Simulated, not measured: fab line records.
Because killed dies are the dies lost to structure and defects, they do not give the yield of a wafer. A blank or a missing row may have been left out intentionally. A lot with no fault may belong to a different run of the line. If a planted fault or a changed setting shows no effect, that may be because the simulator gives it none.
Matching of chambers + flow sky130 + 4 sister chambers for SKY_FIELD_ISO_CMP_27 on cmp-02
The step polishes, stops on Si3N4, t overpolish 16 s, target thk 457.8 nm. 14 wafers are shown with their chamber, then 7 later ones without.

## EACH WAFER AND ITS CHAMBER
| wafer  | chamber | motor current A (A) | slurry filter dp kPa (kPa) | overpolish run s (s) |
|--------|---------|---------------------|----------------------------|----------------------|
| L523.2 | 2       | 12.2                | 13.66                      | 16.000               |
| L523.3 | 1       | 11.3                | 13.39                      | 16.006               |
| L523.6 | 3       | 11.7                | 13.29                      | 15.986               |
| L527.1 | 3       | 11.3                | 13.39                      | 15.996               |
| L527.3 | 2       | 12.0                | 13.71                      | 16.000               |
| L527.6 | 2       | 11.7                | 13.53                      | 15.990               |
| L528.1 | 1       | 10.8                | 13.46                      | 16.001               |
| L528.5 | 3       | 11.5                | 13.44                      | 16.003               |
| L528.6 | 0       | 10.6                | 13.56                      | 15.997               |
| L529.3 | 1       | 11.4                | 13.46                      | 15.997               |
| L529.4 | 2       | 11.7                | 13.66                      | 16.001               |
| L529.5 | 2       | 12.1                | 13.61                      | 16.004               |
| L531.3 | 3       | 11.6                | 13.37                      | 15.999               |
| L531.5 | 3       | 11.7                | 13.56                      | 16.001               |

SIGNATURES, as means of the wafers listed above
| reading              | chamber 0 | chamber 1 | chamber 2 | chamber 3 | scatter within a chamber |
|----------------------|-----------|-----------|-----------|-----------|--------------------------|
| motor current A      | 10.600    | 11.167    | 11.940    | 11.560    | 0.23                     |
| slurry filter dp kPa | 13.5600   | 13.4367   | 13.6340   | 13.4100   | 0.0785                   |
| overpolish run s     | 15.99700  | 16.00133  | 15.99900  | 15.99700  | 0.00575                  |
Rule: for each reading, subtract the chamber's mean from the wafer's reading, divide by that reading's scatter and square the result; add these up over the readings and take the root, which gives the wafer's distance from the chamber. The wafer belongs to the nearest chamber; if the next one is less than 2 further off, it can't be placed. The scatter: take each reading less its chamber's mean, square it, sum over the shown wafers, divide by the number of wafers less the number of chambers, and take the root.

## WAFERS WITHOUT THEIR CHAMBER
| wafer  | motor current A (A) | slurry filter dp kPa (kPa) | overpolish run s (s) |
|--------|---------------------|----------------------------|----------------------|
| L531.6 | 11.2                | 13.50                      | 15.989               |
| L533.1 | 10.6                | 13.37                      | 15.973               |
| L533.2 | 11.6                | 13.66                      | 15.992               |
| L533.6 | 11.1                | 13.52                      | 16.002               |
| L541.1 | 10.9                | 13.38                      | 16.001               |
| L541.2 | 11.2                | 13.51                      | 15.999               |
| L541.6 | 11.6                | 13.29                      | 16.005               |

## WHICH CHAMBER EACH WENT THROUGH
| wafer  | from the rows above               | in truth |
|--------|-----------------------------------|----------|
| L531.6 | can't be placed: 1 or 3 or 0 or 2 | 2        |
| L533.1 | can't be placed: 0 or 1 or 3      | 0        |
| L533.2 | can't be placed: 2 or 3 or 1      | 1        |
| L533.6 | can't be placed: 1 or 0 or 3      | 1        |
| L541.1 | can't be placed: 1 or 0 or 3      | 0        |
| L541.2 | can't be placed: 1 or 3 or 0      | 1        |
| L541.6 | can't be placed: 3 or 1           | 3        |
Placed correctly: 0 of 7. Cannot be placed on the basis of these rows: 7; the candidates contain the true chamber in 7. Placed wrongly: 0.
